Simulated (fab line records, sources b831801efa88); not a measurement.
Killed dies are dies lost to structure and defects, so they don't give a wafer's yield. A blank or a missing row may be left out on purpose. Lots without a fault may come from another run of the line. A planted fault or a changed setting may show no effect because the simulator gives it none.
Which tool did it? | flow sky130 | 14 lots, 42 wafers sampled, at 3 steps of a route of 708

WHAT THE GAUGES READ, wafer by wafer
SKY_POLY_GATE_THK_MEAS_01.
lot  | measured     | on            | POLY_GATE_CVD_00_THK (nm)
L617 | day 14 03:40 | film_metro-02 | 179.7 178.6 180.1
L618 | day 14 14:42 | film_metro-03 | 181.3 180.2 181.1
L619 | day 14 19:19 | film_metro-02 | 179.5 177.7 178.5
L620 | day 15 10:41 | film_metro-02 | 177.0 177.8 178.6
L621 | day 15 16:15 | film_metro-03 | 177.3 177.0 178.4
L622 | day 16 01:49 | film_metro-03 | 178.2 178.2 178.1
L624 | day 16 12:19 | film_metro-02 | 180.5 180.6 180.6
L623 | day 16 13:50 | film_metro-01 | 179.6 180.8 180.5
L625 | day 16 23:04 | film_metro-02 | 179.1 180.6 180.5
L633 | day 20 14:43 | film_metro-01 | 180.6 180.3 180.8
L632 | day 20 19:15 | film_metro-02 | 180.0 179.9 181.8
L635 | day 21 01:02 | film_metro-03 | 180.9 182.1 182.1
L636 | day 21 06:30 | film_metro-02 | 178.9 178.3 178.7
L637 | day 21 15:20 | film_metro-01 | 179.4 179.3 179.8

SKY_LDD_N_OVL_MEAS_07.
lot  | measured     | on         | LDD_N_OVL (nm)
L617 | day 17 19:17 | overlay-02 | 0.9 0.2 0.1
L618 | day 18 09:14 | overlay-02 | 0.9 0.7 0.0
L619 | day 18 16:12 | overlay-01 | 1.5 0.3 1.4
L620 | day 19 05:05 | overlay-02 | -1.1 -2.4 -0.3
L621 | day 19 13:34 | overlay-02 | 1.0 1.7 1.8
L622 | day 19 21:49 | overlay-02 | -1.4 1.1 0.2
L624 | day 20 09:23 | overlay-02 | 0.3 -0.3 0.5
L623 | day 20 12:53 | overlay-01 | 0.0 -1.6 -0.1
L625 | day 21 00:24 | overlay-02 | 0.0 0.6 0.2
L633 | day 24 14:31 | overlay-01 | 0.7 1.9 1.2
L632 | day 24 20:46 | overlay-02 | -0.3 0.4 2.2
L635 | day 25 01:40 | overlay-01 | 0.4 -0.4 -0.1
L636 | day 25 05:31 | overlay-01 | -4.0 -0.8 -0.7
L637 | day 25 13:53 | overlay-02 | 3.0 2.6 0.8

SKY_LDD_N_TW_MEAS_17.
lot  | measured     | on            | LDD_N_TW
L617 | day 17 20:38 | film_metro-03 | 2566 2572 2569
L618 | day 18 10:35 | film_metro-01 | 2594 2573 2575
L619 | day 18 17:32 | film_metro-03 | 2581 2574 2577
L620 | day 19 06:26 | film_metro-01 | 2582 2584 2587
L621 | day 19 14:54 | film_metro-04 | 2590 2591 2593
L622 | day 19 23:09 | film_metro-01 | 2570 2582 2574
L624 | day 20 10:44 | film_metro-03 | 2565 2570 2566
L623 | day 20 14:14 | film_metro-03 | 2575 2572 2570
L625 | day 21 01:44 | film_metro-04 | 2570 2586 2584
L633 | day 24 15:51 | film_metro-04 | 2588 2598 2574
L632 | day 24 22:07 | film_metro-04 | 2587 2594 2594
L635 | day 25 03:00 | film_metro-04 | 2578 2597 2595
L636 | day 25 06:52 | film_metro-03 | 2577 2580 2582
L637 | day 25 15:13 | film_metro-04 | 2587 2603 2599

WHICH TOOL RAN EACH LOT (tool, then ch and the chambers of the sampled wafers, then the start)
The record holds no process step before these readings.

WHAT THE TOOLS THEMSELVES READ (means of the sampled wafers that have a number; where no wafer has one, the mark that the record gives instead)
The record holds no such reading with a usual standard deviation.

THE ANSWER, worked out from the rows above alone
Rule: what is usual is taken from the lots themselves. Put in order of their means at a reading, lots are off if they are a third of the lots or fewer, leave a main group of 4 or more, and stand apart from it by a gap of 3 or more times the standard deviation of the main group's means; of several such gaps the widest counts. A main group whose means are all the same, to the digits that the tables above print for the reading, isn't used. A lot without any number at a reading at which 4 lots or more have one is off too. The other lots that the step has rows for count as sound. The gauges are gone through in route order, then the tools' own readings, and for those a lot's mean is taken as printed above. The first step at which some lot is off is used, and at that step the reading that is off furthest; a lot without a number counts as furthest.
No lot is off at any reading shown: from this, nothing can be told.

WHAT THE SIMULATOR HAD PUT IN
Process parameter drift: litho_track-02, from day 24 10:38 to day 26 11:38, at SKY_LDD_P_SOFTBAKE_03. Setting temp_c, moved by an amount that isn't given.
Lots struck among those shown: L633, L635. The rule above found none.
